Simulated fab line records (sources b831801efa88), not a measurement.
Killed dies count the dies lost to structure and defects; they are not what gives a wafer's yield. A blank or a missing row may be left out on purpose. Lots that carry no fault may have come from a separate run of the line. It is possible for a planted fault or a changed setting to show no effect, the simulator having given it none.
Problem report in the 8D (eight disciplines) form, filled by code | flow sky130 | the parts of the form that need people (team, actions taken, sign-off) are left out

## 1. THE ISSUE
CAP2M_TIN_RS at SKY_CAP2M_RS_MEAS_03 reads a mean of 8.10 ohm/sq on 6 wafers of 2 lots; wafers without a fault read 6.94 ohm/sq with a standard deviation of 0.083. That is +14 standard deviations from the usual mean.
The step: measures by four-point-probe.
First seen on wafer L469.3, day 42 23:17, on film_metro-03. The record has a number at this step for 30 wafers belonging to 10 lots. Rule for "out", or "out of limits": more than 4 standard deviations from the usual mean. The other wafers with a number count as sound.

## 2. WHAT THIS IS AND IS NOT
question                    | is                           | is not
which readings at this step | CAP2M_TIN_RS                 | -
which lots                  | L469, L472                   | L457, L459, L460, L462, L465, L473, L477, L480
which wafers of those lots  | all that have a number       | -
read on which gauges        | film_metro-01, film_metro-03 | film_metro-02
when                        | from day 42 23:17            | up to then (15 sound wafers); but 9 sound wafers of L473, L477, L480 came after

## 3. SUSPECTS, AND WHAT RULES EACH OUT
Counting: a tool at any process step up to the reading remains a suspect when it ran all the lots that are out and ran no sound lot after the first of those.
- ruled out: the gauge at SKY_CAP2M_RS_MEAS_03. 2 gauges (film_metro-01, film_metro-03) read the wafers that are out.
- pvd_sputter-03 at SKY_CAP2M_SPUTTER_02 (material TiN, target thk 200 nm, time 166.7 s): kept. All lots that are out passed through it, beginning with L469 at day 42 23:08, and no sound lot followed; its final sound lot before that point was L465 at day 42 03:19. Out on those wafers are its own readings of cathode_dc_power_W.
After counting, what remains is pvd_sputter-03 at SKY_CAP2M_SPUTTER_02.

## 4. THE CAUSE (what the simulator had put in)
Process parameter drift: pvd_sputter-03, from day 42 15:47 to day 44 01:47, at SKY_CAP2M_SPUTTER_02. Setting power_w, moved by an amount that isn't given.
After counting, this tool was the only one left.

## 5. THE CHAIN OF EFFECTS, in route order
One row per reading whose mean, taken over the struck wafers that have a number, lies over 3 standard deviations from the usual. Only readings for which the record gives a usual standard deviation are gone through. hours: the time from each lot's start at the first step in this table that gives one to its start at this step, as a median over the lots. sigmas: the change in usual standard deviations.
hours | step                    | reading            | usual       | on struck wafers | change | sigmas
0     | SKY_CAP2M_SPUTTER_02    | cathode_dc_power_W | 6500.0 W    | 5650.6           | -849.4 | -99 or more
0     | SKY_CAP2M_RS_MEAS_03    | CAP2M_TIN_RS       | 6.94 ohm/sq | 8.10             | +1.16  | +14
0     | SKY_CAP2M_THK_MEAS_04   | CAP2M_TIN_THK      | 200.4 nm    | 172.7            | -27.7  | -11
22    | SKY_CAP2M_METAL_ETCH_13 | oes_product_au     | 0.939 a.u.  | 0.859            | -0.080 | -11
22    | SKY_CAP2M_METAL_ETCH_13 | throttle_valve_pct | 21.903 %    | 21.954           | +0.052 | +5.5
The process steps in it:
- SKY_CAP2M_SPUTTER_02: material TiN, target thk 200 nm, time 166.7 s.
- SKY_CAP2M_METAL_ETCH_13: etches TiN in Cl2/BCl3, stops on SiO2, target depth 220 nm, time 62.9 s.

## 6. HOW IT WOULD HAVE BEEN CAUGHT EARLIER
Counted from the fault's start at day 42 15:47, it took 8 hours until the first out-of-limits reading at a measuring or inspecting step in this record, taken at day 42 23:17.
At SKY_CAP2M_SPUTTER_02, the tool's own readings (cathode_dc_power_W) were out on each struck wafer the step has a row for, so an alarm limit on them would have fired on the first such wafer.
L472, from the lots that are out (2), started SKY_CAP2M_SPUTTER_02 on pvd_sputter-03 later than day 42 23:17. Putting the tool on hold at that point would have spared it.
